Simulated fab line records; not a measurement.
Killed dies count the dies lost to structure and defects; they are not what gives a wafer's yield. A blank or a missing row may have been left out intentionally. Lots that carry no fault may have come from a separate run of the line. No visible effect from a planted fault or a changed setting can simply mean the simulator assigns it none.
Matching of chambers || flow sky130 || 4 sister chambers for SKY_VIA3_ETCH_15 on rie_diel-02
The step etches SiO2 in C4F8/O2/Ar, stops on TiN, target depth 507 nm, time 78 s. 7 wafers are shown with their chamber, then 8 later ones without.

## WAFERS PAIRED WITH THEIR CHAMBERS
{"wafer": "L079.4", "chamber": 3, "oes_product_au (a.u.)": 0.945}
{"wafer": "L080.1", "chamber": 0, "oes_product_au (a.u.)": 0.945}
{"wafer": "L080.3", "chamber": 2, "oes_product_au (a.u.)": 0.951}
{"wafer": "L080.4", "chamber": 3, "oes_product_au (a.u.)": 0.954}
{"wafer": "L080.5", "chamber": 1, "oes_product_au (a.u.)": 0.953}
{"wafer": "L080.6", "chamber": 0, "oes_product_au (a.u.)": 0.949}
{"wafer": "L093.3", "chamber": 1, "oes_product_au (a.u.)": 0.941}

## WAFERS WITHOUT THEIR CHAMBER
{"wafer": "L093.4", "oes_product_au (a.u.)": 0.954}
{"wafer": "L093.5", "oes_product_au (a.u.)": 0.937}
{"wafer": "L095.2", "oes_product_au (a.u.)": 0.940}
{"wafer": "L095.3", "oes_product_au (a.u.)": 0.943}
{"wafer": "L095.4", "oes_product_au (a.u.)": 0.948}
{"wafer": "L096.2", "oes_product_au (a.u.)": 0.940}
{"wafer": "L096.3", "oes_product_au (a.u.)": 0.945}
{"wafer": "L096.4", "oes_product_au (a.u.)": 0.945}

## THE CHAMBER EACH PASSED THROUGH
{"wafer": "L093.4", "from the rows above": "can't be placed: 2 or 3 or 0 or 1", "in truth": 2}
{"wafer": "L093.5", "from the rows above": "can't be placed: 0 or 1 or 3 or 2", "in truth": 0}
{"wafer": "L095.2", "from the rows above": "can't be placed: 0 or 1 or 3 or 2", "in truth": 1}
{"wafer": "L095.3", "from the rows above": "can't be placed: 0 or 1 or 3 or 2", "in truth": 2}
{"wafer": "L095.4", "from the rows above": "can't be placed: 0 or 1 or 3 or 2", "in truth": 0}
{"wafer": "L096.2", "from the rows above": "can't be placed: 0 or 1 or 3 or 2", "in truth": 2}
{"wafer": "L096.3", "from the rows above": "can't be placed: 0 or 1 or 3 or 2", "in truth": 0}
{"wafer": "L096.4", "from the rows above": "can't be placed: 0 or 1 or 3 or 2", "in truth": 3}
Correct placement for 0 of the 8. Unplaceable from these rows: 8, with the true chamber sitting among the candidates in 8. 0 placed wrongly.
How it was worked out, from the rows above alone: a wafer's distance from a chamber is the root of the sum, over the readings, of the square of ((its reading less the chamber's mean) divided by the reading's scatter). If the next closest chamber is less than 2 further off than the closest, the wafer can't be placed; otherwise it belongs to the closest. Each chamber's mean is taken over the wafers shown for it. The scatter: take each reading less its chamber's mean, square it, sum over the shown wafers, divide by the number of wafers less the number of chambers, and take the root.
